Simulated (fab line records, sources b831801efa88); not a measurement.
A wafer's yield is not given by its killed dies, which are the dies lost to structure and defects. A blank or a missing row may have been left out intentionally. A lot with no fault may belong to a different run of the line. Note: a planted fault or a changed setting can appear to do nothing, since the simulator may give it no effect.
fab line records	flow sky130
record: lots: 24	wafers: 72	last_day: 50
route steps=708 shown VIA1@479 METAL3@536 VIA3@587
lots untouched by any fault: they come from a run of this same line in which no faults occurred
start_h: hours from the record's first day to the start of the lot's first wafer shown	wait_h: how many hours have passed since the lot's step before this one	" as in the row above	L1.1+2: several wafers, shown together as one row	- no value, or no start was given	* or withheld: withheld	< > ~ a bound
route shown NAME@n: names a module that has steps shown in the file, with the first one's number in the route	usual: mean and standard deviation over wafers with no fault	same: alike in all rows	chamber/n: place in a boat	sites: each site's reading	_std_site: the standard deviation of these	_edge_site: inner sites' mean taken away from outer sites' mean	radius_mm: for every site, how far away it sits from the centre of the wafer	mask NAME#n: copy n	behind: the last tool/chamber to shape the wafer	hold: cause of the lot's hold/its duration in hours/its outcome	device: the n, p or np transistor that did not switch	end of line: the same wafers' tests at the end of the route	a step with no rows: only its recipe	killed: dies that structure and defects cost at the first sort, which is not the same as the wafer's yield	map: per-die view of a wafer (x killed, . not killed, _ where there is no die)
set.NAME: the setting that was run; set.NAME@STEP: the one run at that earlier step	model.NAME: the simulator's own value behind a step, which no gauge read
the route's steps for a sample of lots (tables are steps, rows are wafers)
services: a tool's chamber out of use, with start hour (start_h, from the record's first day; less than 0 if before it), hours out, and reason
== steps ==
step: SKY_VIA1_CVD_21
recipe: material: W	target_thk_nm: 270	time_s: 80.902	temp_c: 400	pressure_torr: 40
usual: heater_power_w: 840/60
lot.wafer	tool	chamber	start_h	wait_h	heater_power_w
L074.2	cvd_w-01	1	807.48	0.0	843
L074.4	"	1	"	"	850
L074.6	"	1	"	"	845
L075.1	cvd_w-02	0	807.64	0.0	895
L075.3	"	0	"	"	892
L075.4	"	1	"	"	950
L076.2	cvd_w-02	1	810.64	0.0	924
L076.3	"	0	"	"	886
L076.4	"	1	"	"	913
L078.1	cvd_w-01	0	831.40	0.0	771
L078.5	"	0	"	"	772
L078.6	"	1	"	"	806
L077.2	cvd_w-02	1	832.86	0.1	948
L077.3	"	1	"	"	922
L077.5	"	1	"	"	934
L080.1	cvd_w-01	0	840.94	0.0	746
L080.4	"	0	"	"	768
L080.6	"	0	"	"	749
L079.2	cvd_w-01	1	842.42	0.0	837
L079.3	"	0	"	"	755
L079.5	"	0	"	"	797
L081.2	cvd_w-02	1	849.18	0.0	930
L081.3	"	1	"	"	937
L081.6	"	0	"	"	891
L082.2	cvd_w-02	0	852.04	0.0	910
L082.4	"	0	"	"	872
L082.5	"	1	"	"	926
L083.4	cvd_w-01	1	864.51	0.1	838
L083.5	"	0	"	"	784
L083.6	"	1	"	"	828
L084.3	cvd_w-01	1	866.90	0.1	844
L084.4	"	0	"	"	785
L084.5	"	1	"	"	834
L085.1	cvd_w-01	1	876.74	0.0	828
L085.4	"	0	"	"	771
L085.5	"	1	"	"	827
L087.1	cvd_w-02	1	883.92	0.0	922
L087.2	"	0	"	"	889
L087.4	"	1	"	"	932
L086.4	cvd_w-01	1	885.46	0.1	826
L086.5	"	0	"	"	769
L086.6	"	1	"	"	831
L088.1	cvd_w-02	1	888.06	0.0	938
L088.5	"	1	"	"	946
L088.6	"	0	"	"	886
L089.1	cvd_w-01	1	893.32	0.0	831
L089.4	"	1	"	"	833
L089.5	"	0	"	"	760
L090.1	cvd_w-01	1	905.10	0.0	833
L090.4	"	1	"	"	872
L090.5	"	1	"	"	845
L091.2	cvd_w-01	1	925.98	0.0	846
L091.3	"	1	"	"	830
L091.5	"	0	"	"	748
L092.1	cvd_w-01	0	927.42	0.0	778
L092.2	"	1	"	"	841
L092.4	"	0	"	"	768
L093.3	cvd_w-01	0	935.31	0.1	788
L093.4	"	1	"	"	845
L093.6	"	0	"	"	776
L094.1	cvd_w-01	1	937.07	0.0	849
L094.4	"	1	"	"	832
L094.5	"	0	"	"	765
L095.1	cvd_w-02	0	951.11	0.0	876
L095.5	"	0	"	"	867
L095.6	"	1	"	"	854
L096.2	cvd_w-02	1	953.90	0.0	878
L096.3	"	0	"	"	824
L096.6	"	1	"	"	877
L097.1	cvd_w-01	1	954.60	0.0	828
L097.4	"	1	"	"	855
L097.6	"	0	"	"	760
step: SKY_METAL3_SPUTTER_04
recipe: material: TiN	target_thk_nm: 70	power_w: 6500	time_s: 58.3	chamber_pressure_pa: 0.4
usual: throttle_valve_pct: 29.7/1.2
lot.wafer	tool	chamber	start_h	wait_h	throttle_valve_pct
L074.2	pvd_sputter-04	-	862.92	0.0	30.9
L074.4	"	-	"	"	28.3
L074.6	"	-	"	"	30.1
L075.1	pvd_sputter-03	-	863.91	0.0	29.5
L075.3	"	-	"	"	27.2
L075.4	"	-	"	"	30.2
L076.2	pvd_sputter-03	-	865.58	0.0	30.5
L076.3	"	-	"	"	29.8
L076.4	"	-	"	"	28.6
L078.1	pvd_sputter-01	-	887.43	0.0	30.1
L078.5	"	-	"	"	30.2
L078.6	"	-	"	"	30.5
L077.2	pvd_sputter-04	-	888.33	0.0	30.3
L077.3	"	-	"	"	31.0
L077.5	"	-	"	"	31.0
L080.1	pvd_sputter-01	-	896.18	0.0	31.0
L080.4	"	-	"	"	30.7
L080.6	"	-	"	"	30.0
L079.2	pvd_sputter-03	-	897.43	0.0	30.3
L079.3	"	-	"	"	28.6
L079.5	"	-	"	"	29.6
L081.2	pvd_sputter-01	-	904.41	0.0	30.6
L081.3	"	-	"	"	30.9
L081.6	"	-	"	"	30.1
L082.2	pvd_sputter-04	-	907.77	0.0	30.8
L082.4	"	-	"	"	28.2
L082.5	"	-	"	"	28.4
L083.4	pvd_sputter-04	-	918.48	0.0	30.7
L083.5	"	-	"	"	28.3
L083.6	"	-	"	"	30.1
L084.3	pvd_sputter-04	-	921.48	0.0	30.8
L084.4	"	-	"	"	27.8
L084.5	"	-	"	"	27.9
L085.1	pvd_sputter-01	-	930.58	0.0	30.3
L085.4	"	-	"	"	30.4
L085.5	"	-	"	"	30.5
L087.1	pvd_sputter-03	-	938.21	0.0	30.2
L087.2	"	-	"	"	28.8
L087.4	"	-	"	"	27.2
L086.4	pvd_sputter-03	-	940.08	0.0	30.5
L086.5	"	-	"	"	30.4
L086.6	"	-	"	"	26.9
L088.1	pvd_sputter-03	-	941.21	0.0	29.6
L088.5	"	-	"	"	30.2
L088.6	"	-	"	"	27.4
L089.1	pvd_sputter-03	-	946.93	0.0	30.0
L089.4	"	-	"	"	29.4
L089.5	"	-	"	"	29.7
L090.1	pvd_sputter-01	-	957.99	0.0	30.3
L090.4	"	-	"	"	30.3
L090.5	"	-	"	"	30.5
L091.2	pvd_sputter-01	-	978.93	0.0	30.2
L091.3	"	-	"	"	31.4
L091.5	"	-	"	"	30.6
L092.1	pvd_sputter-03	-	980.26	0.0	28.6
L092.2	"	-	"	"	27.1
L092.4	"	-	"	"	29.6
L093.3	pvd_sputter-01	-	987.18	0.0	30.6
L093.4	"	-	"	"	30.2
L093.6	"	-	"	"	31.4
L094.1	pvd_sputter-03	-	988.96	0.0	27.2
L094.4	"	-	"	"	30.2
L094.5	"	-	"	"	27.1
L095.1	pvd_sputter-04	-	1002.23	0.0	30.8
L095.5	"	-	"	"	30.4
L095.6	"	-	"	"	30.3
L096.2	pvd_sputter-03	-	1007.42	0.0	27.1
L096.3	"	-	"	"	30.2
L096.6	"	-	"	"	30.1
L097.1	pvd_sputter-04	-	1008.02	0.0	28.0
L097.4	"	-	"	"	30.1
L097.6	"	-	"	"	28.0
step: SKY_METAL3_ETCH_16
recipe: chemistry: N2/H2	target: BARC	ion_energy_ev: 200	bias_w: 100	pressure_mtorr: 30	n2_flow_sccm: 100	h2_flow_sccm: 200	icp_w: 500	stop_on: SiO2	time_s: 88.2	target_depth_a: 600
usual: drypump_motor_current_A: 5.8/0.33	oes_product_au: 0.626/0.0042	throttle_valve_pct: 13.205/0.0085
lot.wafer	tool	chamber	start_h	wait_h	drypump_motor_current_A	oes_product_au	rf_hours_counter_h	throttle_valve_pct
L074.2	rie_metal-01	0	915.04	0.0	5.7	0.625	5	13.198
L074.4	"	0	"	"	5.7	0.631	-	13.188
L074.6	"	1	"	"	5.9	0.628	-	13.213
L075.1	rie_metal-02	0	916.02	0.1	6.3	0.628	7	13.216
L075.3	"	0	"	"	6.3	0.630	-	13.200
L075.4	"	0	"	"	6.3	0.632	-	13.206
L076.2	rie_metal-01	1	916.69	0.0	5.9	0.626	15	13.192
L076.3	"	0	"	"	5.7	0.627	-	13.200
L076.4	"	1	"	"	5.9	0.626	-	13.201
L078.1	rie_metal-01	0	937.69	0.0	5.7	0.620	6	13.230
L078.5	"	0	"	"	5.7	0.630	-	13.205
L078.6	"	1	"	"	5.9	0.626	-	13.190
L077.2	rie_metal-02	1	939.06	0.0	5.3	0.619	1	13.214
L077.3	"	0	"	"	6.3	0.629	-	13.201
L077.5	"	1	"	"	5.3	0.629	-	13.220
L080.1	rie_metal-03	0	946.61	0.0	5.7	0.628	12	13.202
L080.4	"	1	"	"	5.8	0.627	-	13.208
L080.6	"	1	"	"	5.9	0.634	-	13.217
L079.2	rie_metal-01	1	947.61	0.0	5.9	0.626	16	13.190
L079.3	"	0	"	"	5.7	0.627	-	13.194
L079.5	"	1	"	"	5.9	0.627	-	13.196
L081.2	rie_metal-03	0	953.54	0.0	5.6	0.617	12	13.214
L081.3	"	1	"	"	5.9	0.629	-	13.199
L081.6	"	0	"	"	5.7	0.621	-	13.209
L082.2	rie_metal-02	0	956.77	0.0	6.3	0.627	9	13.201
L082.4	"	0	"	"	6.3	0.627	-	13.222
L082.5	"	1	"	"	5.3	0.626	-	13.197
L083.4	rie_metal-02	0	967.45	0.0	6.3	0.634	-	13.206
L083.5	"	0	"	"	6.3	0.632	-	13.218
L083.6	"	1	"	"	5.3	0.623	-	13.213
L084.3	rie_metal-02	1	971.25	0.0	5.3	0.624	-	13.199
L084.4	"	0	"	"	6.3	0.630	-	13.209
L084.5	"	1	"	"	5.3	0.623	-	13.201
L085.1	rie_metal-02	1	979.44	0.0	5.3	0.627	3	13.201
L085.4	"	0	"	"	6.3	0.631	-	13.216
L085.5	"	0	"	"	6.3	0.628	-	13.209
L087.1	rie_metal-01	0	986.46	0.0	5.7	0.618	9	13.203
L087.2	"	1	"	"	5.9	0.624	19	13.195
L087.4	"	0	"	"	5.7	0.621	-	13.197
L086.4	rie_metal-01	0	988.84	0.0	5.7	0.626	-	13.207
L086.5	"	1	"	"	5.9	0.625	-	13.200
L086.6	"	0	"	"	5.7	0.625	-	13.205
L088.1	rie_metal-02	0	989.56	0.0	6.3	0.622	11	13.202
L088.5	"	1	"	"	5.3	0.631	-	13.197
L088.6	"	0	"	"	6.3	0.627	-	13.203
L089.1	rie_metal-02	0	995.05	0.0	6.3	0.628	11	13.213
L089.4	"	1	"	"	5.3	0.626	-	13.218
L089.5	"	0	"	"	6.3	0.623	-	13.204
L090.1	rie_metal-03	0	1005.91	0.0	5.6	0.623	15	13.212
L090.4	"	0	"	"	5.7	0.622	-	13.207
L090.5	"	1	"	"	5.8	0.620	-	13.224
L091.2	rie_metal-03	0	1025.62	0.0	5.7	0.620	16	13.201
L091.3	"	1	"	"	5.9	0.629	-	13.191
L091.5	"	1	"	"	5.9	0.626	-	13.208
L092.1	rie_metal-03	0	1027.34	0.0	5.7	0.629	16	13.207
L092.2	"	1	"	"	5.9	0.619	10	13.195
L092.4	"	0	"	"	5.7	0.630	-	13.206
L093.3	rie_metal-01	0	1034.37	0.1	5.7	0.624	-	13.203
L093.4	"	0	"	"	5.7	0.627	-	13.213
L093.6	"	0	"	"	5.7	0.632	-	13.208
L094.1	rie_metal-02	0	1034.97	0.0	6.3	0.626	14	13.208
L094.4	"	1	"	"	5.3	0.620	-	13.210
L094.5	"	0	"	"	6.3	0.623	-	13.208
L095.1	rie_metal-02	1	1047.66	0.0	5.3	0.626	7	13.206
L095.5	"	0	"	"	6.2	0.623	-	13.189
L095.6	"	1	"	"	5.3	0.632	-	13.195
L096.2	rie_metal-03	0	1053.09	0.0	5.7	0.628	18	13.206
L096.3	"	1	"	"	5.9	0.620	-	13.200
L096.6	"	0	"	"	5.7	0.627	-	13.201
L097.1	rie_metal-01	0	1053.44	0.0	5.7	0.634	13	13.193
L097.4	"	0	"	"	5.7	0.619	-	13.221
L097.6	"	1	"	"	5.9	0.631	-	13.218
step: SKY_METAL3_ETCH_17
recipe: target: SiO2	stop_on: TiN	chemistry: C4F8/O2/Ar	source_w: 1500	bias_w: 1200	pressure_mtorr: 40	c4f8_flow_sccm: withheld	O2_flow_sccm: 6	Ar_flow_sccm: 300	time_s: 3.9	target_depth_a: 150
usual: oes_product_au: 0.755/0.0097
lot.wafer	tool	chamber	start_h	wait_h	oes_product_au	rf_hours_counter_h
L074.2	rie_diel-04	0	915.14	0.1	0.735	7
L074.4	"	2	"	"	0.765	5
L074.6	"	1	"	"	0.747	-
L075.1	rie_diel-04	3	916.22	0.2	0.753	1
L075.3	"	2	"	"	0.740	5
L075.4	"	0	"	"	0.757	7
L076.2	rie_diel-01	2	916.79	0.1	0.746	20
L076.3	"	3	"	"	0.741	1
L076.4	"	0	"	"	0.762	21
L078.1	rie_diel-01	2	937.79	0.1	0.761	20
L078.5	"	0	"	"	0.774	-
L078.6	"	1	"	"	0.764	-
L077.2	rie_diel-01	3	939.16	0.1	0.751	2
L077.3	"	2	"	"	0.762	20
L077.5	"	2	"	"	0.769	-
L080.1	rie_diel-01	3	946.71	0.1	0.762	2
L080.4	"	2	"	"	0.768	20
L080.6	"	1	"	"	0.768	-
L079.2	rie_diel-02	0	947.71	0.1	0.758	13
L079.3	"	2	"	"	0.755	19
L079.5	"	3	"	"	0.764	-
L081.2	rie_diel-04	3	953.64	0.1	0.758	3
L081.3	"	1	"	"	0.760	13
L081.6	"	3	"	"	0.760	-
L082.2	rie_diel-04	1	956.87	0.1	0.754	13
L082.4	"	1	"	"	0.753	-
L082.5	"	0	"	"	0.764	-
L083.4	rie_diel-01	2	967.52	0.0	0.757	21
L083.5	"	1	"	"	0.748	-
L083.6	"	2	"	"	0.745	-
L084.3	rie_diel-01	0	971.31	0.0	0.765	23
L084.4	"	1	"	"	0.751	22
L084.5	"	3	"	"	0.751	-
L085.1	rie_diel-04	2	979.54	0.1	0.737	7
L085.4	"	3	"	"	0.759	3
L085.5	"	2	"	"	0.762	-
L087.1	rie_diel-04	1	986.56	0.1	0.751	13
L087.2	"	3	"	"	0.734	3
L087.4	"	0	"	"	0.745	8
L086.4	rie_diel-02	1	988.91	0.0	0.755	6
L086.5	"	1	"	"	0.746	-
L086.6	"	2	"	"	0.743	-
L088.1	rie_diel-04	2	989.66	0.1	0.749	7
L088.5	"	3	"	"	0.769	-
L088.6	"	0	"	"	0.747	-
L089.1	rie_diel-01	2	995.18	0.1	0.749	22
L089.4	"	3	"	"	0.764	4
L089.5	"	3	"	"	0.758	-
L090.1	rie_diel-02	0	1006.01	0.1	0.763	14
L090.4	"	2	"	"	0.748	21
L090.5	"	1	"	"	0.759	-
L091.2	rie_diel-04	2	1025.72	0.1	0.742	7
L091.3	"	1	"	"	0.727	15
L091.5	"	2	"	"	0.749	-
L092.1	rie_diel-02	3	1027.44	0.1	0.762	13
L092.2	"	1	"	"	0.773	7
L092.4	"	0	"	"	0.772	15
L093.3	rie_diel-04	3	1034.50	0.1	0.759	4
L093.4	"	2	"	"	0.741	7
L093.6	"	0	"	"	0.752	-
L094.1	rie_diel-02	3	1035.07	0.1	0.748	13
L094.4	"	0	"	"	0.754	15
L094.5	"	1	"	"	0.758	-
L095.1	rie_diel-02	0	1047.76	0.1	0.763	16
L095.5	"	2	"	"	0.776	-
L095.6	"	3	"	"	0.774	-
L096.2	rie_diel-02	2	1053.19	0.1	0.751	23
L096.3	"	1	"	"	0.760	8
L096.6	"	2	"	"	0.774	-
L097.1	rie_diel-01	0	1053.54	0.1	0.743	26
L097.4	"	1	"	"	0.727	25
L097.6	"	3	"	"	0.746	-
step: SKY_METAL3_STRIP_19
recipe: chemistry: O2/N2	power_w: 1400	pressure_mtorr: 1500	platen_temp_c: withheld	o2_flow_sccm: 3000	n2_flow_sccm: 300	overash_fraction: 0.5
usual: drypump_motor_current_A: 5.7/0.52	oes_product_au: 0.503/0.006	strip_time_to_endpoint_s: 6.55/0.09
lot.wafer	tool	chamber	start_h	wait_h	drypump_motor_current_A	oes_product_au	rf_hours_counter_h	strip_time_to_endpoint_s
L074.2	plasma_asher-03	1	915.51	0.2	5.9	0.508	47	6.55
L074.4	"	1	"	"	5.9	0.500	-	6.52
L074.6	"	0	"	"	4.7	0.500	-	6.50
L075.1	plasma_asher-01	1	916.41	0.1	5.3	0.498	106	6.52
L075.3	"	0	"	"	6.0	0.511	-	6.57
L075.4	"	1	"	"	5.3	0.497	-	6.43
L076.2	plasma_asher-01	0	917.16	0.2	6.0	0.500	106	6.53
L076.3	"	0	"	"	6.0	0.501	-	6.52
L076.4	"	1	"	"	5.3	0.504	-	6.58
L078.1	plasma_asher-04	0	937.98	0.1	6.0	0.506	79	6.51
L078.5	"	1	"	"	6.4	0.502	-	6.54
L078.6	"	0	"	"	6.0	0.497	-	6.45
L077.2	plasma_asher-03	1	939.36	0.1	5.8	0.510	49	6.52
L077.3	"	1	"	"	5.8	0.493	-	6.53
L077.5	"	0	"	"	4.7	0.507	-	6.59
L080.1	plasma_asher-01	0	946.91	0.1	6.0	0.496	109	6.58
L080.4	"	0	"	"	6.0	0.489	-	6.59
L080.6	"	1	"	"	5.3	0.493	-	6.45
L079.2	plasma_asher-01	1	947.91	0.1	5.2	0.500	109	6.51
L079.3	"	1	"	"	5.3	0.499	-	6.43
L079.5	"	0	"	"	6.0	0.498	-	6.53
L081.2	plasma_asher-04	0	953.83	0.1	6.0	0.509	80	6.58
L081.3	"	1	"	"	6.5	0.514	-	6.73
L081.6	"	0	"	"	6.0	0.518	-	6.73
L082.2	plasma_asher-03	1	957.06	0.1	5.9	0.492	51	6.46
L082.4	"	0	"	"	4.7	0.509	-	6.56
L082.5	"	1	"	"	5.9	0.497	-	6.45
L083.4	plasma_asher-01	1	967.75	0.1	5.3	0.491	-	6.41
L083.5	"	0	"	"	6.0	0.500	-	6.48
L083.6	"	1	"	"	5.3	0.500	-	6.40
L084.3	plasma_asher-01	0	971.54	0.1	6.0	0.507	-	6.57
L084.4	"	1	"	"	5.3	0.501	-	6.48
L084.5	"	1	"	"	5.3	0.497	-	6.53
L085.1	plasma_asher-01	0	979.73	0.1	6.0	0.498	112	6.51
L085.4	"	0	"	"	6.0	0.489	-	6.45
L085.5	"	1	"	"	5.3	0.507	-	6.71
L087.1	plasma_asher-01	0	986.75	0.1	6.0	0.508	113	6.65
L087.2	"	1	"	"	5.3	0.498	113	6.49
L087.4	"	0	"	"	6.0	0.509	-	6.65
L086.4	plasma_asher-01	0	989.14	0.1	6.0	0.503	-	6.49
L086.5	"	0	"	"	6.0	0.504	-	6.55
L086.6	"	1	"	"	5.3	0.491	-	6.50
L088.1	plasma_asher-01	0	989.86	0.1	6.0	0.503	113	6.54
L088.5	"	0	"	"	6.0	0.499	-	6.44
L088.6	"	1	"	"	5.3	0.503	-	6.51
L089.1	plasma_asher-01	0	995.38	0.1	6.0	0.506	114	6.53
L089.4	"	1	"	"	5.3	0.496	-	6.57
L089.5	"	1	"	"	5.3	0.504	-	6.58
L090.1	plasma_asher-03	1	1006.21	0.1	5.9	0.502	55	6.55
L090.4	"	1	"	"	5.9	0.510	-	6.69
L090.5	"	0	"	"	4.7	0.500	-	6.55
L091.2	plasma_asher-04	1	1025.91	0.1	6.5	0.507	88	6.66
L091.3	"	1	"	"	6.5	0.502	-	6.66
L091.5	"	1	"	"	6.5	0.510	-	6.52
L092.1	plasma_asher-04	0	1027.63	0.1	6.0	0.500	88	6.58
L092.2	"	1	"	"	6.5	0.502	88	6.53
L092.4	"	0	"	"	6.0	0.509	-	6.61
L093.3	plasma_asher-01	1	1034.79	0.2	5.3	0.503	-	6.51
L093.4	"	0	"	"	6.0	0.499	-	6.60
L093.6	"	0	"	"	6.0	0.501	-	6.57
L094.1	plasma_asher-04	1	1035.44	0.3	6.5	0.504	89	6.77
L094.4	"	1	"	"	6.5	0.501	-	6.70
L094.5	"	0	"	"	6.0	0.512	-	6.73
L095.1	plasma_asher-04	1	1047.96	0.1	6.5	0.508	90	6.63
L095.5	"	1	"	"	6.5	0.497	-	6.39
L095.6	"	0	"	"	6.0	0.510	-	6.52
L096.2	plasma_asher-01	1	1053.38	0.1	5.3	0.511	120	6.66
L096.3	"	1	"	"	5.3	0.511	-	6.63
L096.6	"	0	"	"	6.0	0.512	-	6.68
L097.1	plasma_asher-03	0	1053.73	0.1	4.7	0.501	59	6.53
L097.4	"	1	"	"	5.9	0.500	-	6.55
L097.6	"	1	"	"	5.9	0.508	-	6.54
step: SKY_VIA3_ETCH_14
recipe: chemistry: N2/H2	target: BARC	ion_energy_ev: 200	source_w: 500	bias_w: 100	pressure_mtorr: 30	n2_flow_sccm: 100	h2_flow_sccm: 200	stop_on: SiO2	time_s: 45.9	target_depth_a: 600
usual: drypump_motor_current_A: 5.8/0.52	oes_product_au: 0.856/0.0049	throttle_valve_pct: 13.225/0.0088
lot.wafer	tool	chamber	start_h	wait_h	drypump_motor_current_A	oes_product_au	rf_hours_counter_h	throttle_valve_pct
L074.2	rie_diel-01	1	941.01	0.0	5.0	0.857	21	13.212
L074.4	"	3	"	"	5.3	0.861	2	13.233
L074.6	"	1	"	"	5.0	0.861	-	13.212
L075.1	rie_diel-01	1	942.11	0.0	5.0	0.858	21	13.230
L075.3	"	3	"	"	5.3	0.846	2	13.224
L075.4	"	0	"	"	5.8	0.861	22	13.233
L076.2	rie_diel-02	3	942.76	0.0	6.4	0.860	10	13.240
L076.3	"	2	"	"	6.2	0.858	19	13.231
L076.4	"	1	"	"	6.1	0.851	4	13.222
L078.1	rie_diel-01	2	962.95	0.0	6.5	0.853	21	13.227
L078.5	"	2	"	"	6.5	0.856	-	13.220
L078.6	"	3	"	"	5.4	0.864	-	13.229
L077.2	rie_diel-03	1	964.43	0.0	4.9	0.867	16	13.229
L077.3	"	3	"	"	6.2	0.861	14	13.234
L077.5	"	1	"	"	4.9	0.856	-	13.221
L080.1	rie_diel-02	0	972.13	0.0	5.7	0.856	13	13.236
L080.4	"	2	"	"	6.2	0.858	20	13.239
L080.6	"	1	"	"	6.1	0.850	-	13.239
L079.2	rie_diel-01	2	973.26	0.0	6.5	0.854	21	13.217
L079.3	"	1	"	"	5.1	0.858	22	13.243
L079.5	"	0	"	"	5.8	0.852	-	13.221
L081.2	rie_diel-01	1	979.06	0.0	5.0	0.860	23	13.220
L081.3	"	0	"	"	5.9	0.848	23	13.230
L081.6	"	0	"	"	5.9	0.855	-	13.206
L082.2	rie_diel-02	2	982.41	0.0	6.2	0.860	20	13.231
L082.4	"	0	"	"	5.7	0.853	14	13.242
L082.5	"	2	"	"	6.2	0.857	-	13.224
L083.4	rie_diel-03	1	991.81	0.0	4.9	0.857	17	13.220
L083.5	"	3	"	"	6.2	0.852	-	13.224
L083.6	"	0	"	"	5.7	0.848	-	13.232
L084.3	rie_diel-03	1	995.51	0.0	4.9	0.854	17	13.212
L084.4	"	3	"	"	6.2	0.853	15	13.225
L084.5	"	2	"	"	5.3	0.856	-	13.225
L085.1	rie_diel-01	2	1004.46	0.0	6.5	0.854	22	13.217
L085.4	"	3	"	"	5.3	0.863	4	13.233
L085.5	"	2	"	"	6.5	0.851	-	13.229
L087.1	rie_diel-03	2	1011.36	0.0	5.3	0.849	10	13.225
L087.2	"	0	"	"	5.7	0.855	4	13.217
L087.4	"	3	"	"	6.2	0.857	15	13.226
L086.4	rie_diel-01	0	1013.43	0.0	5.8	0.855	25	13.218
L086.5	"	1	"	"	5.0	0.859	-	13.218
L086.6	"	0	"	"	5.8	0.854	-	13.229
L088.1	rie_diel-01	3	1014.16	0.0	5.3	0.853	4	13.229
L088.5	"	3	"	"	5.3	0.859	-	13.226
L088.6	"	2	"	"	6.5	0.854	-	13.206
L089.1	rie_diel-02	1	1019.21	0.0	6.2	0.855	7	13.221
L089.4	"	0	"	"	5.7	0.851	15	13.221
L089.5	"	1	"	"	6.1	0.854	-	13.222
L090.1	rie_diel-02	2	1030.16	0.0	6.2	0.863	22	13.210
L090.4	"	3	"	"	6.4	0.854	13	13.239
L090.5	"	2	"	"	6.2	0.862	-	13.228
L091.2	rie_diel-01	2	1049.76	0.0	6.5	0.857	24	13.219
L091.3	"	1	"	"	5.0	0.850	25	13.226
L091.5	"	0	"	"	5.9	0.846	-	13.215
L092.1	rie_diel-01	3	1051.41	0.0	5.3	0.861	5	13.229
L092.2	"	1	"	"	5.1	0.851	25	13.212
L092.4	"	2	"	"	6.5	0.853	24	13.234
L093.3	rie_diel-02	3	1057.56	0.0	6.4	0.860	13	13.238
L093.4	"	1	"	"	6.1	0.867	8	13.230
L093.6	"	0	"	"	5.7	0.861	-	13.222
L094.1	rie_diel-01	1	1058.53	0.0	5.1	0.861	25	13.237
L094.4	"	0	"	"	5.9	0.851	26	13.212
L094.5	"	1	"	"	5.0	0.859	-	13.229
L095.1	rie_diel-01	1	1070.48	0.0	5.0	0.850	25	13.224
L095.5	"	2	"	"	6.5	0.846	-	13.217
L095.6	"	3	"	"	5.3	0.855	-	13.229
L096.2	rie_diel-01	3	1076.53	0.0	5.4	0.853	6	13.229
L096.3	"	0	"	"	5.9	0.854	26	13.225
L096.6	"	1	"	"	5.0	0.856	-	13.238
L097.1	rie_diel-02	0	1076.76	0.0	5.7	0.867	17	13.228
L097.4	"	1	"	"	6.1	0.853	9	13.231
L097.6	"	2	"	"	6.2	0.856	-	13.229
== services ==
tool	chamber	start_h	hours	kind
rie_diel-01	-	784.26	1.2	repair
pvd_sputter-03	-	784.83	2.7	repair
cvd_w-02	-	801.28	1.2	repair
rie_diel-02	-	809.82	0.6	repair
rie_metal-02	0	817.11	12.6	repair
rie_metal-02	1	829.55	22.2	repair
cvd_w-02	0	829.83	5.5	repair
rie_diel-01	0	831.55	8.3	repair
rie_metal-02	-	840.16	0.6	repair
rie_diel-01	1	847.92	3.4	repair
rie_metal-02	-	869.32	0.7	repair
plasma_asher-01	-	873.30	3.4	repair
rie_diel-04	2	887.30	4.6	repair
rie_diel-04	3	894.37	6.5	repair
cvd_w-02	-	904.00	14.0	pm
pvd_sputter-03	-	918.28	13.5	repair
rie_diel-04	0	918.66	4.2	repair
rie_diel-02	3	921.14	5.9	repair
plasma_asher-01	-	938.68	2.8	pm
cvd_w-01	1	956.68	3.5	repair
pvd_sputter-03	-	1011.69	15.9	repair
rie_diel-01	-	1020.64	14.6	pm
rie_diel-02	1	1048.36	4.8	repair
plasma_asher-01	-	1055.25	9.0	pm
== key ==
fault none
